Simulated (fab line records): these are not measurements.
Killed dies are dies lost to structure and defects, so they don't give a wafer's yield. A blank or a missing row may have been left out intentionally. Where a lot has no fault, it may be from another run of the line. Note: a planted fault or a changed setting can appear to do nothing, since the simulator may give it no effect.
Which tool was responsible? :: flow gf180mcu :: 13 lots, 39 wafers sampled, at 3 steps of a route of 602

WHAT THE GAUGES SHOWED, per wafer
GF_V5_THK_MEAS_25: measures by xrf.
lot: L995
measured: day 27 03:53
on: film metro-04
V5_W_THK (nm): 379 374 372

lot: L996
measured: day 28 03:06
on: film metro-03
V5_W_THK (nm): 355 356 359

lot: L998
measured: day 28 10:36
on: film metro-04
V5_W_THK (nm): 369 368 370

lot: L997
measured: day 28 13:22
on: film metro-03
V5_W_THK (nm): 360 356 359

lot: L101
measured: day 29 06:07
on: film metro-03
V5_W_THK (nm): 363 367 367

lot: L102
measured: day 29 17:52
on: film metro-03
V5_W_THK (nm): 371 367 372

lot: L108
measured: day 31 02:41
on: film metro-02
V5_W_THK (nm): 372 371 376

lot: L109
measured: day 31 10:56
on: film metro-04
V5_W_THK (nm): 367 365 369

lot: L111
measured: day 31 23:05
on: film metro-02
V5_W_THK (nm): 369 366 372

lot: L112
measured: day 32 03:50
on: film metro-04
V5_W_THK (nm): 374 376 372

lot: L113
measured: day 32 13:44
on: film metro-04
V5_W_THK (nm): 369 369 366

lot: L114
measured: day 32 16:46
on: film metro-02
V5_W_THK (nm): 363 366 360

lot: L116
measured: day 33 06:55
on: film metro-02
V5_W_THK (nm): 368 361 371

WHAT TOOL EACH LOT RAN ON (gives the tool, then ch and the chambers of the sampled wafers, and finally the start)
lot: L995
GF_V1_ETCH_17: rie diel-03 ch 0,1, day 18 01:00
GF_V5_CVD_23: cvd w-02 ch 0,1, day 27 03:38

lot: L996
GF_V1_ETCH_17: rie diel-02 ch 0,1, day 19 04:00
GF_V5_CVD_23: cvd w-01 ch 0,1, day 28 02:51

lot: L998
GF_V1_ETCH_17: rie diel-02 ch 0,1, day 19 13:00
GF_V5_CVD_23: cvd w-01 ch 0,1, day 28 10:22

lot: L997
GF_V1_ETCH_17: rie diel-01 ch 0,2,3, day 19 17:00
GF_V5_CVD_23: cvd w-01 ch 0,1, day 28 13:08

lot: L101
GF_V1_ETCH_17: rie diel-01 ch 0,1,3, day 20 13:00
GF_V5_CVD_23: cvd w-02 ch 0,1, day 29 05:53

lot: L102
GF_V1_ETCH_17: rie diel-01 ch 1,2,3, day 21 03:00
GF_V5_CVD_23: cvd w-01 ch 0,1, day 29 17:38

lot: L108
GF_V1_ETCH_17: rie diel-02 ch 1,2,3, day 22 22:00
GF_V5_CVD_23: cvd w-02 ch 0,1, day 31 02:26

lot: L109
GF_V1_ETCH_17: rie diel-03 ch 1,2,3, day 23 06:00
GF_V5_CVD_23: cvd w-02 ch 0,1, day 31 10:41

lot: L111
GF_V1_ETCH_17: rie diel-01 ch 0,1,2, day 23 22:00
GF_V5_CVD_23: cvd w-01 ch 0,1, day 31 22:52

lot: L112
GF_V1_ETCH_17: rie diel-01 ch 0,1, day 24 04:00
GF_V5_CVD_23: cvd w-02 ch 0,1, day 32 03:37

lot: L113
GF_V1_ETCH_17: rie diel-02 ch 0,1,3, day 24 18:00
GF_V5_CVD_23: cvd w-01 ch 0,1, day 32 13:29

lot: L114
GF_V1_ETCH_17: rie diel-03 ch 0,1,3, day 24 22:00
GF_V5_CVD_23: cvd w-02 ch 0,1, day 32 16:32

lot: L116
GF_V1_ETCH_17: rie diel-03 ch 0,1,2, day 25 16:00
GF_V5_CVD_23: cvd w-01 ch 0,1, day 33 06:41
- GF_V1_ETCH_17: etches SiO2 in C4F8/O2/Ar, stops on TiN, target depth 630 nm.
- GF_V5_CVD_23: deposits W, target thk 350 nm, time 104.9 s.

AS READ BY THE TOOLS THEMSELVES (means over the sampled wafers that have a number; for cases with no such wafer, the mark the record gives instead)
GF_V1_ETCH_17.
lot: L995
tool: rie diel-03
oes product au (a.u.): 0.856
rf fwd power W (W): 1496

lot: L996
tool: rie diel-02
oes product au (a.u.): 0.859
rf fwd power W (W): 1498

lot: L998
tool: rie diel-02
oes product au (a.u.): 0.856
rf fwd power W (W): 1498

lot: L997
tool: rie diel-01
oes product au (a.u.): 0.853
rf fwd power W (W): 1497

lot: L101
tool: rie diel-01
oes product au (a.u.): 0.856
rf fwd power W (W): 1495

lot: L102
tool: rie diel-01
oes product au (a.u.): 0.853
rf fwd power W (W): 1489

lot: L108
tool: rie diel-02
oes product au (a.u.): 0.855
rf fwd power W (W): 1491

lot: L109
tool: rie diel-03
oes product au (a.u.): 0.856
rf fwd power W (W): 1496

lot: L111
tool: rie diel-01
oes product au (a.u.): 0.857
rf fwd power W (W): 1485

lot: L112
tool: rie diel-01
oes product au (a.u.): 0.855
rf fwd power W (W): 1495

lot: L113
tool: rie diel-02
oes product au (a.u.): 0.856
rf fwd power W (W): 1496

lot: L114
tool: rie diel-03
oes product au (a.u.): 0.854
rf fwd power W (W): 1494

lot: L116
tool: rie diel-03
oes product au (a.u.): 0.855
rf fwd power W (W): 1502

GF_V5_CVD_23.
lot: L995
tool: cvd w-02
heater power w (W): 819

lot: L996
tool: cvd w-01
heater power w (W): 903

lot: L998
tool: cvd w-01
heater power w (W): 961

lot: L997
tool: cvd w-01
heater power w (W): 948

lot: L101
tool: cvd w-02
heater power w (W): 830

lot: L102
tool: cvd w-01
heater power w (W): 935

lot: L108
tool: cvd w-02
heater power w (W): 830

lot: L109
tool: cvd w-02
heater power w (W): 829

lot: L111
tool: cvd w-01
heater power w (W): 901

lot: L112
tool: cvd w-02
heater power w (W): 829

lot: L113
tool: cvd w-01
heater power w (W): 951

lot: L114
tool: cvd w-02
heater power w (W): 802

lot: L116
tool: cvd w-01
heater power w (W): 940

THE ANSWER, worked out from the rows above alone
Rule: the lots themselves supply what counts as usual. Put in order of their means at a reading, lots are off if they are a third of the lots or fewer, leave a main group of 4 or more, and stand apart from it by a gap of 3 or more times the standard deviation of the main group's means; of several such gaps the widest counts. A main group whose means are all the same, to the digits that the tables above print for the reading, isn't used. A lot without any number at a reading at which 4 lots or more have one is off too. Where the step has rows for the other lots, those lots are counted as sound. First the gauges in route order, then the tools' own readings, where a lot's mean is used as printed above. At the first step where some lot is off, the reading lying furthest off is the one used; lots without a number count as furthest.
Across all readings shown, no lot is off: no conclusion can be drawn from this.

WHAT THE SIMULATOR HAD INSERTED
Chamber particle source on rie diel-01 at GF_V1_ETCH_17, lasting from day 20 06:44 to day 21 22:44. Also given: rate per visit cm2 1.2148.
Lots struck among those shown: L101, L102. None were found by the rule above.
